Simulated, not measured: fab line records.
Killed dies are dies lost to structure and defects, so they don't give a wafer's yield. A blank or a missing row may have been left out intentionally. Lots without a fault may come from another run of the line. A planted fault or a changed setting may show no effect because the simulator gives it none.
Chamber matching || flow sky130 || 4 sister chambers for SKY_VIA1_CMP_02 on cmp-02
The step polishes SiO2. 4 wafers are shown with their chamber, then 12 later ones without.

## EACH WAFER AND ITS CHAMBER
{"wafer": "L089.1", "chamber": 3, "motorCurrentA (A)": 11.7}
{"wafer": "L093.6", "chamber": 2, "motorCurrentA (A)": 12.1}
{"wafer": "L094.5", "chamber": 1, "motorCurrentA (A)": 10.5}
{"wafer": "L094.6", "chamber": 0, "motorCurrentA (A)": 10.3}

## WAFERS WHOSE CHAMBER IS MISSING
{"wafer": "L094.1", "motorCurrentA (A)": 11.1}
{"wafer": "L094.2", "motorCurrentA (A)": 11.2}
{"wafer": "L094.4", "motorCurrentA (A)": 11.2}
{"wafer": "L095.1", "motorCurrentA (A)": 11.0}
{"wafer": "L095.2", "motorCurrentA (A)": 11.3}
{"wafer": "L095.5", "motorCurrentA (A)": 10.9}
{"wafer": "L096.3", "motorCurrentA (A)": 10.7}
{"wafer": "L096.5", "motorCurrentA (A)": 10.3}
{"wafer": "L096.6", "motorCurrentA (A)": 11.1}
{"wafer": "L097.2", "motorCurrentA (A)": 10.9}
{"wafer": "L097.4", "motorCurrentA (A)": 11.2}
{"wafer": "L097.5", "motorCurrentA (A)": 11.7}

## WHICH CHAMBER EACH WENT THROUGH
{"wafer": "L094.1", "from the rows above": "can't be placed: 1 or 3 or 0 or 2", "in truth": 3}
{"wafer": "L094.2", "from the rows above": "can't be placed: 3 or 1 or 0 or 2", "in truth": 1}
{"wafer": "L094.4", "from the rows above": "can't be placed: 3 or 1 or 0 or 2", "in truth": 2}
{"wafer": "L095.1", "from the rows above": "can't be placed: 1 or 0 or 3 or 2", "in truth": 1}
{"wafer": "L095.2", "from the rows above": "can't be placed: 3 or 2 or 1 or 0", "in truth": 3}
{"wafer": "L095.5", "from the rows above": "can't be placed: 1 or 0 or 3 or 2", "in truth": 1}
{"wafer": "L096.3", "from the rows above": "can't be placed: 1 or 0 or 3", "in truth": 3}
{"wafer": "L096.5", "from the rows above": "can't be placed: 0 or 1", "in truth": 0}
{"wafer": "L096.6", "from the rows above": "can't be placed: 1 or 3 or 0 or 2", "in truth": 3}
{"wafer": "L097.2", "from the rows above": "can't be placed: 1 or 0 or 3 or 2", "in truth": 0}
{"wafer": "L097.4", "from the rows above": "can't be placed: 3 or 1 or 0 or 2", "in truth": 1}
{"wafer": "L097.5", "from the rows above": "can't be placed: 3 or 2", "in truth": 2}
Correct placement for 0 of the 12. Can't be placed from these rows: 12 (the true chamber is among the candidates in 12). 0 placed wrongly.
How it was worked out, from the rows above alone: a wafer's distance from a chamber is the root of the sum, over the readings, of the square of ((its reading less the chamber's mean) divided by the reading's scatter). The wafer belongs to the nearest chamber; if the next one is less than 2 further off, it can't be placed. For every chamber, the mean is computed from those of its wafers that are shown. The scatter: root of mean squared gap, hidden wafer to nearest shown wafer, with one shown wafer a chamber.
